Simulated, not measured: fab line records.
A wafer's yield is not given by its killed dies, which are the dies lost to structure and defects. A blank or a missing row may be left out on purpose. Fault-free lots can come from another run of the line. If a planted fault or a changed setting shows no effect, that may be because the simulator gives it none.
A lot that was struck, set against a sound lot | flow gf180mcu | 14 out of 602 route steps
Sound: wafers L194.2, L194.4, L194.6. Struck: wafers L201.1, L201.2, L201.4. At the end, the cause is stated.
Per side, at each step with rows, come the tool, then ch with its chambers, and then its first start. Under that, the readings that differ: sound wafers | struck wafers | difference of the means | sigmas: that difference in standard deviations of wafers without a fault.
alike: same words and numbers on both sides, and readings whose means sit less than 2 such deviations apart. not compared: any withheld reading, any reading some wafer has no value for, any bound like >300 that may hide the same value, and any number with overlapping values for which the record gives no deviation.
The two part at a step that has a row with sigmas, a row that says differs or no value, or rows on one side only. Non-overlapping numbers with no deviation appear without sigmas and do not part them. Lack of a reading on every wafer of one side parts them only where that side has two or more wafers.

first, 3 steps without rows for these wafers: GF_NWELL_EXPOSE_04 (exposes mask Nwell, target cd 860 nm); GF_NWELL_PEB_05; GF_NWELL_DEVELOP_06 (develop time 60 s).
GF_NWELL_OVL_MEAS_07:
  sound on overlay-02, day 4 16:17; struck on overlay-01, day 6 07:59
  alike: NWELL_OVL
then, 2 steps without rows for these wafers: GF_NWELL_IMPLANT_08; GF_NWELL_IMPLANT_09.
GF_NWELL_STRIP_10: strips in O2/N2.
  sound on plasma_asher-02 ch 0,1, day 4 16:37; struck on plasma_asher-01 ch 0,1, day 6 08:19
  alike: drypump_motor_current_A, heater_power_w, oes_product_au, strip_time_to_endpoint_s
  not compared: rf_hours_counter_h
GF_NWELL_TW_MEAS_11:
  sound on film_metro-01, day 4 16:43; struck on film_metro-01, day 6 08:25
  alike: NWELL_TW
then, 4 steps without rows for these wafers: GF_LVPWELL_DEHYDRATE_00 (time 60 s); GF_LVPWELL_HMDS_01 (prime time 60 s); GF_LVPWELL_COAT_02 (resist thk 3000 nm); GF_LVPWELL_SOFTBAKE_03.
GF_LVPWELL_EXPOSE_04: exposes mask LVPWELL, target cd 600 nm.
  sound on iline_stepper-02 ch 0, day 4 23:15; struck on iline_stepper-02, day 6 15:27
  no value came back on the struck wafers for exposure_dose_mJ_cm2, focus_offset_nm (nm), sigma_outer; on the sound wafers exposure_dose_mJ_cm2 reads 260.17 260.32 259.70
  alike: mask
after that, 1 step had no rows for these wafers: GF_LVPWELL_PEB_05.

WHERE THEY PART
At GF_LVPWELL_EXPOSE_04 and nowhere else, as far as this record goes.

WHY: what had been put in by the simulator
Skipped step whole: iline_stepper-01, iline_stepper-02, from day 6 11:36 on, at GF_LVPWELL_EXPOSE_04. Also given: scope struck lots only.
